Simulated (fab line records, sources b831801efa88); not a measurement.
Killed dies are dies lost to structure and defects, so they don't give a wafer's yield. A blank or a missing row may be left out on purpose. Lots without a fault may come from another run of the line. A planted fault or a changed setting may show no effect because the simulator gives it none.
Chamber matching | flow gf180mcu | GF_V1_CMP_04 on cmp-01: 4 sister chambers
The step polishes SiO2. 8 wafers are shown with their chamber, then 12 later ones without.

WAFERS WITH THEIR CHAMBER
wafer  | chamber | motor_current_A (A) | time_to_endpoint_s (s)
L080.2 | 0       | 9.9                 | 70
L083.4 | 0       | 10.0                | 75
L085.2 | 3       | 12.1                | 79
L085.5 | 1       | 11.5                | 86
L085.6 | 2       | 10.4                | 85
L087.1 | 2       | 10.9                | 76
L087.3 | 3       | 12.6                | 76
L087.4 | 1       | 11.7                | 83

WAFERS WITHOUT THEIR CHAMBER
wafer  | motor_current_A (A) | time_to_endpoint_s (s)
L089.1 | 12.3                | 71
L089.3 | 11.0                | 88
L089.6 | 11.5                | 85
L091.3 | 9.8                 | 73
L091.4 | 11.3                | 81
L091.6 | 9.5                 | 78
L094.1 | 9.5                 | 71
L094.4 | 11.3                | 84
L094.5 | 10.8                | 80
L095.4 | 9.8                 | 80
L095.5 | 11.0                | 90
L095.6 | 12.4                | 76

WHICH CHAMBER EACH WENT THROUGH
wafer  | from the rows above     | in truth
L089.1 | 3                       | 3
L089.3 | can't be placed: 2 or 1 | 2
L089.6 | 1                       | 1
L091.3 | 0                       | 0
L091.4 | can't be placed: 1 or 2 | 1
L091.6 | 0                       | 0
L094.1 | 0                       | 0
L094.4 | can't be placed: 1 or 2 | 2
L094.5 | 2                       | 2
L095.4 | can't be placed: 0 or 2 | 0
L095.5 | can't be placed: 1 or 2 | 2
L095.6 | 3                       | 3
Placed correctly: 7 of 12. Can't be placed from these rows: 5 (the true chamber is among the candidates in 5). Placed wrongly: 0.
How it was worked out, from the rows above alone: a wafer's distance from a chamber is the root of the sum, over the readings, of the square of ((its reading less the chamber's mean) divided by the reading's scatter). The wafer belongs to the nearest chamber; if the next one is less than 2 further off, it can't be placed. A chamber's mean is the mean of its shown wafers. The scatter: the root of (the sum of the squares of (reading less its chamber's mean) over the shown wafers, divided by (wafers less chambers)).
